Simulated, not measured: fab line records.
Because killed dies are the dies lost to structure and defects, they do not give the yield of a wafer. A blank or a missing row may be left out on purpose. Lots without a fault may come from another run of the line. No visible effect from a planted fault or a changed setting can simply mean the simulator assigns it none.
The tool behind it: which one? + flow gf180mcu + 11 lots, 33 wafers sampled, at 5 steps of a route of 602

== WHAT EACH GAUGE READ, for each wafer ==
GF_HV_LDD_TW_MEAS_11.
| lot  | measured     | on           | HV_LDD_TW      |
|------|--------------|--------------|----------------|
| L631 | day 10 06:08 | filmMetro-04 | 2446 2439 2440 |
| L632 | day 10 17:11 | filmMetro-01 | 2447 2444 2460 |
| L633 | day 10 21:29 | filmMetro-04 | 2449 2428 2431 |
| L636 | day 11 17:12 | filmMetro-03 | 2427 2435 2413 |
| L641 | day 13 11:33 | filmMetro-04 | 2432 2430 2435 |
| L647 | day 15 04:47 | filmMetro-03 | 2423 2439 2435 |
| L648 | day 15 12:49 | filmMetro-03 | 2425 2433 2421 |
| L649 | day 15 19:45 | filmMetro-04 | 2462 2453 2453 |
| L650 | day 16 05:29 | filmMetro-04 | 2432 2444 2443 |
| L651 | day 16 09:54 | filmMetro-03 | 2409 2413 2409 |
| L652 | day 16 16:58 | filmMetro-01 | 2437 2433 2444 |

GF_PSD_TW_MEAS_11.
| lot  | measured     | on           | PSD_TW            |
|------|--------------|--------------|-------------------|
| L631 | day 14 11:07 | filmMetro-02 | 3216 3210 3233    |
| L632 | day 15 00:44 | filmMetro-02 | 3241 3249 3254    |
| L633 | day 15 05:20 | filmMetro-02 | 3272 3242 3252    |
| L636 | day 16 02:57 | filmMetro-02 | 3230 3215 3201    |
| L641 | day 18 05:18 | filmMetro-02 | 30 30 30 30 30 30 |
| L647 | day 20 05:56 | filmMetro-04 | 3244 3249 3261    |
| L648 | day 20 13:44 | filmMetro-01 | 3251 3242 3247    |
| L649 | day 20 21:00 | filmMetro-02 | 3243 3238 3246    |
| L650 | day 21 08:56 | filmMetro-02 | 3230 3212 3225    |
| L651 | day 21 13:02 | filmMetro-01 | 3255 3243 3233    |
| L652 | day 21 21:28 | filmMetro-02 | 3243 3212 3238    |

== EACH LOT AND THE TOOL THAT RAN IT (in order: tool; ch and the chambers of the sampled wafers; start) ==
| lot  | GF_HV_LDD_STRIP_37                  | GF_NSD_STRIP_11                     | GF_PSD_STRIP_10                     |
|------|-------------------------------------|-------------------------------------|-------------------------------------|
| L631 | plasmaAsher-04 ch 0,1, day 11 19:48 | plasmaAsher-01 ch 0,1, day 13 14:26 | plasmaAsher-03 ch 0,1, day 14 11:00 |
| L632 | plasmaAsher-04 ch 0,1, day 12 07:53 | plasmaAsher-01 ch 0,1, day 14 03:38 | plasmaAsher-03 ch 0,1, day 15 00:38 |
| L633 | plasmaAsher-02 ch 0,1, day 12 11:48 | plasmaAsher-02 ch 0,1, day 14 07:37 | plasmaAsher-04 ch 0,1, day 15 05:14 |
| L636 | plasmaAsher-01 ch 0,1, day 13 08:31 | plasmaAsher-02 ch 0,1, day 15 05:04 | plasmaAsher-04 ch 0,1, day 16 02:51 |
| L641 | plasmaAsher-02 ch 0,1, day 15 05:40 | plasmaAsher-02 ch 0,1, day 17 05:25 | plasmaAsher-03 ch 0,1, day 18 05:12 |
| L647 | plasmaAsher-01 ch 0,1, day 17 01:44 | plasmaAsher-03 ch 0,1, day 19 05:08 | plasmaAsher-03 ch 0,1, day 20 05:50 |
| L648 | plasmaAsher-01 ch 0,1, day 17 09:58 | plasmaAsher-02 ch 0,1, day 19 13:35 | plasmaAsher-03 ch 0,1, day 20 13:38 |
| L649 | plasmaAsher-02 ch 0, day 17 16:54   | plasmaAsher-03 ch 0,1, day 19 20:31 | plasmaAsher-01 ch 0, day 20 20:54   |
| L650 | plasmaAsher-01 ch 0,1, day 18 04:04 | plasmaAsher-03 ch 1, day 20 08:12   | plasmaAsher-03 ch 0,1, day 21 08:50 |
| L651 | plasmaAsher-01 ch 0,1, day 18 09:00 | plasmaAsher-01 ch 0,1, day 20 12:46 | plasmaAsher-01 ch 0,1, day 21 12:56 |
| L652 | plasmaAsher-04 ch 1, day 18 17:01   | plasmaAsher-03 ch 0,1, day 20 21:22 | plasmaAsher-03 ch 0,1, day 21 21:21 |
- GF_HV_LDD_STRIP_37: strips in O2/N2.
- GF_NSD_STRIP_11: strips in O2/N2.
- GF_PSD_STRIP_10: strips in O2/N2.

== WHAT THE TOOLS THEMSELVES READ (means of the sampled wafers that have a number; where no wafer has one, the mark that the record gives instead) ==
GF_HV_LDD_STRIP_37.
| lot  | tool           | drypumpMotorCurrentA (A) | heaterPowerW (W) | oesProductAu (a.u.) | stripTimeToEndpointS (s) |
|------|----------------|--------------------------|------------------|---------------------|--------------------------|
| L631 | plasmaAsher-04 | 5.2                      | 283              | 0.717               | 12.631                   |
| L632 | plasmaAsher-04 | 5.5                      | 292              | 0.715               | 12.634                   |
| L633 | plasmaAsher-02 | 5.1                      | 299              | 0.715               | 12.621                   |
| L636 | plasmaAsher-01 | 6.1                      | 307              | 0.716               | 12.662                   |
| L641 | plasmaAsher-02 | 5.1                      | 297              | 0.718               | 12.649                   |
| L647 | plasmaAsher-01 | 6.1                      | 322              | 0.717               | 12.656                   |
| L648 | plasmaAsher-01 | 6.1                      | 304              | 0.721               | 12.692                   |
| L649 | plasmaAsher-02 | 5.3                      | 296              | 0.717               | 12.637                   |
| L650 | plasmaAsher-01 | 6.0                      | 307              | 0.720               | 12.655                   |
| L651 | plasmaAsher-01 | 6.1                      | 321              | 0.716               | 12.645                   |
| L652 | plasmaAsher-04 | 5.0                      | 276              | 0.716               | 12.653                   |

GF_NSD_STRIP_11.
| lot  | tool           | drypumpMotorCurrentA (A) | heaterPowerW (W) | oesProductAu (a.u.) | stripTimeToEndpointS (s) |
|------|----------------|--------------------------|------------------|---------------------|--------------------------|
| L631 | plasmaAsher-01 | 6.1                      | 318              | 0.487               | 23.03                    |
| L632 | plasmaAsher-01 | 6.1                      | 300              | 0.489               | 22.99                    |
| L633 | plasmaAsher-02 | 5.1                      | 307              | 0.489               | 22.98                    |
| L636 | plasmaAsher-02 | 5.0                      | 307              | 0.485               | 22.91                    |
| L641 | plasmaAsher-02 | 5.2                      | 306              | 0.560               | -                        |
| L647 | plasmaAsher-03 | 6.3                      | 282              | 0.485               | 22.99                    |
| L648 | plasmaAsher-02 | 5.1                      | 304              | 0.484               | 23.01                    |
| L649 | plasmaAsher-03 | 6.1                      | 296              | 0.486               | 23.01                    |
| L650 | plasmaAsher-03 | 6.0                      | 306              | 0.488               | 22.94                    |
| L651 | plasmaAsher-01 | 6.1                      | 317              | 0.486               | 22.94                    |
| L652 | plasmaAsher-03 | 6.3                      | 286              | 0.487               | 22.99                    |

GF_PSD_STRIP_10.
| lot  | tool           | drypumpMotorCurrentA (A) | heaterPowerW (W) | oesProductAu (a.u.) | stripTimeToEndpointS (s) |
|------|----------------|--------------------------|------------------|---------------------|--------------------------|
| L631 | plasmaAsher-03 | 6.1                      | 295              | 0.592               | 16.61                    |
| L632 | plasmaAsher-03 | 6.1                      | 291              | 0.591               | 16.68                    |
| L633 | plasmaAsher-04 | 5.5                      | 297              | 0.591               | 16.69                    |
| L636 | plasmaAsher-04 | 5.5                      | 293              | 0.591               | 16.61                    |
| L641 | plasmaAsher-03 | 6.3                      | 284              | 0.609               | 19.73                    |
| L647 | plasmaAsher-03 | 6.1                      | 292              | 0.585               | 16.66                    |
| L648 | plasmaAsher-03 | 6.3                      | 283              | 0.588               | 16.71                    |
| L649 | plasmaAsher-01 | 6.1                      | 330              | 0.590               | 16.63                    |
| L650 | plasmaAsher-03 | 6.3                      | 285              | 0.586               | 16.65                    |
| L651 | plasmaAsher-01 | 6.0                      | 311              | 0.590               | 16.66                    |
| L652 | plasmaAsher-03 | 6.3                      | 284              | 0.589               | 16.62                    |

== THE ANSWER, worked out from the rows above alone ==
Rule: the lots themselves supply what counts as usual. The widest of any qualifying gaps counts: lots, ordered by their means at a reading, are off when they make up no more than a third of the lots, leave a main group of 4 or more, and stand apart from it by 3 or more times the standard deviation of that group's means. Not used: any main group whose means are identical at the precision the tables above print for the reading. A lot without any number at a reading at which 4 lots or more have one is off too. All remaining lots with rows at the step are treated as sound. First the gauges in route order, then the tools' own readings, where a lot's mean is used as printed above. At the first step where some lot is off, the reading lying furthest off is the one used; lots without a number count as furthest.
Off: L641, seen at GF_PSD_TW_MEAS_11 (PSD_TW). The main group has a mean of 3238 with a standard deviation of 14.
If a tool, at a process step before that reading, ran all the lots that are off and no sound lot after the first of them, it fits. Not tried: the gauges at GF_PSD_TW_MEAS_11; whatever is off there is also off at GF_NSD_STRIP_11, on other tools, and gauge error can't account for it. Of those tried, none fits.

== WHAT THE SIMULATOR HAD PUT IN ==
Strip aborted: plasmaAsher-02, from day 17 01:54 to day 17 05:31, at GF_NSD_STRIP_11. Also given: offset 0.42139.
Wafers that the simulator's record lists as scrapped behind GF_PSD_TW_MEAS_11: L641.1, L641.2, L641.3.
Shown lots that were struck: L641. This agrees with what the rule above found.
